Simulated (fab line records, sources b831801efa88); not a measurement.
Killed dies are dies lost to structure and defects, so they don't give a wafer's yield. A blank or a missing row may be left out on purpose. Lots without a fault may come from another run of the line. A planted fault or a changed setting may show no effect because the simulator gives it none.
Split-lot experiment | flow sky130 | 5 lots, 23 wafers read, on a route of 708 steps

THE SPLIT
At SKY_VIA3_CMP_02 (polishes SiO2), the setting leave_above_ref_nm was moved away from the recipe's 465 nm on 4 of the 23 wafers read, by -7.3% to +2.3%. The other wafers ran this setting at the recipe's value.

FROM THE SPLIT TO THE READING: what the file shows between them, 1 step
- SKY_VIA3_ETCH_14: etches BARC in N2/H2, stops on SiO2, time 45.9 s, target depth 60 nm (also split here: source_w)

THE READING
oes_product_au, in a.u., at SKY_VIA3_ETCH_15 (etches SiO2 in C4F8/O2/Ar, stops on TiN, target depth 507 nm, time 78 s). Fault-free wafers of this fab line usually give 0.946 a.u., standard deviation 0.0044 a.u..

wafer  | tool, chamber at the split | leave_above_ref_nm as run, nm | against the recipe | oes_product_au, a.u. | against lot-mates on the recipe
L076.2 | cmp-01, 1                  | 465                           | recipe             | 0.942                | -
L076.3 | cmp-01, 2                  | 475.9                         | +2.3%              | 0.961                | +0.017
L076.4 | cmp-01, 3                  | 475.9                         | +2.3%              | 0.956                | +0.012
L076.5 | cmp-01, 2                  | 465                           | recipe             | 0.945                | -
L076.6 | cmp-01, 3                  | 465                           | recipe             | 0.946                | -
L080.1 | cmp-01, 0                  | 431                           | -7.3%              | 0.907                | -0.034
L080.3 | cmp-01, 1                  | 465                           | recipe             | 0.940                | -
L080.4 | cmp-01, 3                  | 465                           | recipe             | 0.939                | -
L080.5 | cmp-01, 2                  | 431                           | -7.3%              | 0.912                | -0.029
L080.6 | cmp-01, 3                  | 465                           | recipe             | 0.943                | -
L081.1 | cmp-01, 2                  | 465                           | recipe             | 0.943                | -
L081.2 | cmp-01, 3                  | 465                           | recipe             | 0.938                | -
L081.3 | cmp-01, 0                  | 465                           | recipe             | 0.948                | -
L081.4 | cmp-01, 1                  | 465                           | recipe             | 0.947                | -
L081.6 | cmp-01, 0                  | 465                           | recipe             | 0.945                | -
L082.1 | cmp-02, 2,3                | 465                           | recipe             | 0.953                | -
L082.2 | cmp-02, 2,3                | 465                           | recipe             | 0.947                | -
L082.4 | cmp-02, 1                  | 465                           | recipe             | 0.948                | -
L082.5 | cmp-02, 0                  | 465                           | recipe             | 0.947                | -
L082.6 | cmp-02, 1                  | 465                           | recipe             | 0.944                | -
L084.3 | cmp-02, 0                  | 465                           | recipe             | 0.948                | -
L084.5 | cmp-02, 1                  | 465                           | recipe             | 0.950                | -
L084.6 | cmp-02, 2                  | 465                           | recipe             | 0.942                | -
Where a row lists several chambers, the file gives one row for several wafers and doesn't say which wafer went through which chamber.

THE FIT
A straight line over all 23 wafers: oes_product_au changes by +0.00496 a.u. for each +1% of leave_above_ref_nm; r = +0.95; the points scatter about the line by 0.0038 a.u..
The same after taking each lot's own level away (the mean of its wafers on the recipe; 23 wafers): +0.00447 a.u. for each +1%; r = +0.96; scatter 0.0032 a.u..
On that fit, the largest move of leave_above_ref_nm shifts the reading by 0.033 a.u..
The lots' own levels span 0.9407 to 0.9478 a.u., that is 1.6 times the standard deviation above.
So the lot-to-lot level changes the slope: the two fits differ.
Check: with one of the wafers moved furthest among these (-7.3%) left out of the fit, the line predicts -0.031 a.u. for it against its lot-mates. It came out at -0.0337 a.u. against them.

OTHER SPLITS ON THESE WAFERS
These wafers also went through other splits before the reading. Each is held against what the fit with the lots' levels taken away leaves over:
other split on the same wafers          | wafers away from the commonest value | r with oes_product_au (lot level and that fit taken away)
SKY_VIA1_SPUTTER_20 chamber_pressure_pa | 15                                   | +0.00
SKY_VIA2_CMP_02 leave_above_ref_nm      | 7                                    | +0.07
SKY_VIA2_EXPOSE_09 dose_mj              | 12                                   | +0.15
SKY_VIA2_ETCH_15 bias_w                 | 6                                    | -0.23
SKY_METAL3_SPUTTER_00 time_s            | 8                                    | +0.05
SKY_CAPM_DEVELOP_11 dev_temp_c          | 10                                   | -0.04
SKY_VIA3_HDPCVD_00 sih4_flow_sccm       | 9                                    | +0.01
SKY_VIA3_ETCH_14 source_w               | 9                                    | -0.57

THE WHOLE CHAIN: every reading that the file lists as answering this split, in the file's order
step             | what it does                                                            | reading                                                                        | change (the file's fit)                   | r (the file's)
SKY_VIA3_CMP_02  | polishes SiO2                                                           | SiO2_of_VIA3_HDPCVD_00.thk_nm (the simulator's own value, which no gauge read) | +4.5 nm for each +1% of the setting       | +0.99
SKY_VIA3_ETCH_15 | etches SiO2 in C4F8/O2/Ar, stops on TiN, target depth 507 nm, time 78 s | oes_product_au                                                                 | +0.00442 a.u. for each +1% of the setting | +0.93
SKY_VIA3_ETCH_15 | etches SiO2 in C4F8/O2/Ar, stops on TiN, target depth 507 nm, time 78 s | VIA3.feature_depth_nm (the simulator's own value, which no gauge read)         | +4.5 nm for each +1% of the setting       | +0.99

THE FILE'S OWN FIT
oes_product_au changes by +0.00442 a.u. for each +1% of leave_above_ref_nm, r = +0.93.
